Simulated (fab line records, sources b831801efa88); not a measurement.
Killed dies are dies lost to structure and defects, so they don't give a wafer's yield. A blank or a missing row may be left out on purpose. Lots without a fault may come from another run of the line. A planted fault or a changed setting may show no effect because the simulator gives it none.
Which tool did it? | flow gf180mcu | 12 lots, 36 wafers sampled, at 3 steps of a route of 602

WHAT THE GAUGES READ, wafer by wafer
GF_V5_THK_MEAS_01. Usual: V5_CVD_00_THK 299.9 nm, standard deviation 3.
lot  | measured     | on            | V5_CVD_00_THK (nm) | flag
L872 | day 26 06:27 | film_metro-02 | 296.7 295.6 300.9  |
L873 | day 26 13:56 | film_metro-03 | 299.8 297.9 302.1  |
L875 | day 27 07:26 | film_metro-03 | 299.3 300.8 298.2  |
L876 | day 27 12:54 | film_metro-03 | 301.6 301.7 301.6  |
L877 | day 27 23:30 | film_metro-03 | 297.2 299.9 300.3  |
L878 | day 28 09:51 | film_metro-03 | 298.2 295.5 295.6  |
L879 | day 28 16:59 | film_metro-03 | 301.3 296.2 299.9  |
L880 | day 28 19:51 | film_metro-02 | 305.7 300.5 299.0  |
L881 | day 29 06:32 | film_metro-02 | 301.5 301.1 306.7  |
L886 | day 30 22:39 | film_metro-04 | 302.0 300.3 300.5  |
L889 | day 31 17:16 | film_metro-02 | 299.5 306.9 300.4  |
L892 | day 32 10:26 | film_metro-04 | 300.7 298.4 296.9  |

WHICH TOOL RAN EACH LOT (tool, then ch and the chambers of the sampled wafers, then the start)
lot  | GF_M3_SPUTTER_00             | GF_M5_METAL_ETCH_10
L872 | pvd_sputter-01, day 20 07:35 | rie_metal-01 ch 0,1, day 26 05:41
L873 | pvd_sputter-01, day 20 14:19 | rie_metal-02 ch 0,1, day 26 13:14
L875 | pvd_sputter-02, day 21 13:07 | rie_metal-04 ch 0,1, day 27 06:44
L876 | pvd_sputter-01, day 21 16:48 | rie_metal-04 ch 0,1, day 27 12:11
L877 | pvd_sputter-02, day 22 07:01 | rie_metal-01 ch 0, day 27 22:43
L878 | pvd_sputter-01, day 22 18:22 | rie_metal-02 ch 0,1, day 28 09:05
L879 | pvd_sputter-02, day 22 22:25 | rie_metal-04 ch 0, day 28 16:11
L880 | pvd_sputter-02, day 23 07:43 | rie_metal-04 ch 0, day 28 19:04
L881 | pvd_sputter-03, day 23 19:31 | rie_metal-02 ch 0,1, day 29 05:50
L886 | pvd_sputter-02, day 25 17:17 | rie_metal-02 ch 1, day 30 21:53
L889 | pvd_sputter-03, day 26 15:41 | rie_metal-01 ch 0,1, day 31 16:20
L892 | pvd_sputter-03, day 27 13:29 | rie_metal-02 ch 0,1, day 32 09:44
- GF_M3_SPUTTER_00: material Ti, target thk 37.5 nm, time 150 s.
- GF_M5_METAL_ETCH_10: etches the open film in Cl2/BCl3, stops on SiO2, target depth 627.5 nm, time 104.6 s.

WHAT THE TOOLS THEMSELVES READ (means of the sampled wafers that have a number; where no wafer has one, the mark that the record gives instead)
GF_M3_SPUTTER_00. Usual: throttle_valve_pct 30.1 %, standard deviation 1.1.
lot  | tool           | throttle_valve_pct (%) | flag
L872 | pvd_sputter-01 | 29.9                   |
L873 | pvd_sputter-01 | 30.5                   |
L875 | pvd_sputter-02 | 30.6                   |
L876 | pvd_sputter-01 | 30.7                   |
L877 | pvd_sputter-02 | 30.8                   |
L878 | pvd_sputter-01 | 30.0                   |
L879 | pvd_sputter-02 | 30.7                   |
L880 | pvd_sputter-02 | 30.7                   |
L881 | pvd_sputter-03 | 28.7                   |
L886 | pvd_sputter-02 | 30.6                   |
L889 | pvd_sputter-03 | 30.4                   |
L892 | pvd_sputter-03 | 30.1                   |

GF_M5_METAL_ETCH_10. Usual: drypump_motor_current_A 5.6 A, standard deviation 0.35; he_backside_leak_sccm 3.4 sccm, standard deviation 0.33; oes_product_au 0.970 a.u., standard deviation 0.0058; throttle_valve_pct 28.252 %, standard deviation 0.0092.
lot  | tool         | drypump_motor_current_A (A) | he_backside_leak_sccm (sccm) | oes_product_au (a.u.) | throttle_valve_pct (%) | flag
L872 | rie_metal-01 | 5.5                         | 3.5                          | 0.963                 | 28.256                 |
L873 | rie_metal-02 | 6.0                         | 3.6                          | 0.968                 | 28.235                 |
L875 | rie_metal-04 | 5.2                         | 3.2                          | 0.972                 | 28.254                 |
L876 | rie_metal-04 | 5.4                         | 3.4                          | 0.967                 | 28.260                 |
L877 | rie_metal-01 | 5.5                         | 3.6                          | 0.965                 | 28.254                 |
L878 | rie_metal-02 | 5.9                         | 3.3                          | 0.972                 | 28.248                 |
L879 | rie_metal-04 | 5.1                         | 3.2                          | 0.970                 | 28.259                 |
L880 | rie_metal-04 | 5.1                         | 3.4                          | 0.964                 | 28.252                 |
L881 | rie_metal-02 | 6.1                         | 3.5                          | 0.966                 | 28.254                 |
L886 | rie_metal-02 | 5.9                         | 3.4                          | 0.968                 | 28.255                 |
L889 | rie_metal-01 | 5.5                         | 3.5                          | 0.969                 | 28.249                 |
L892 | rie_metal-02 | 6.0                         | 3.3                          | 0.966                 | 28.256                 |

THE ANSWER, worked out from the rows above alone
Rule: a lot is off if the mean of its wafers that have a number lies more than 3 standard deviations from the usual mean. A lot without any number at a reading at which 4 lots or more have one is off too. The other lots that the step has rows for count as sound. The gauges are gone through in route order, then the tools' own readings, and for those a lot's mean is taken as printed above. The first step at which some lot is off is used, and at that step the reading that is off furthest; a lot without a number counts as furthest.
No lot is off at any reading shown: from this, nothing can be told.

WHAT THE SIMULATOR HAD PUT IN
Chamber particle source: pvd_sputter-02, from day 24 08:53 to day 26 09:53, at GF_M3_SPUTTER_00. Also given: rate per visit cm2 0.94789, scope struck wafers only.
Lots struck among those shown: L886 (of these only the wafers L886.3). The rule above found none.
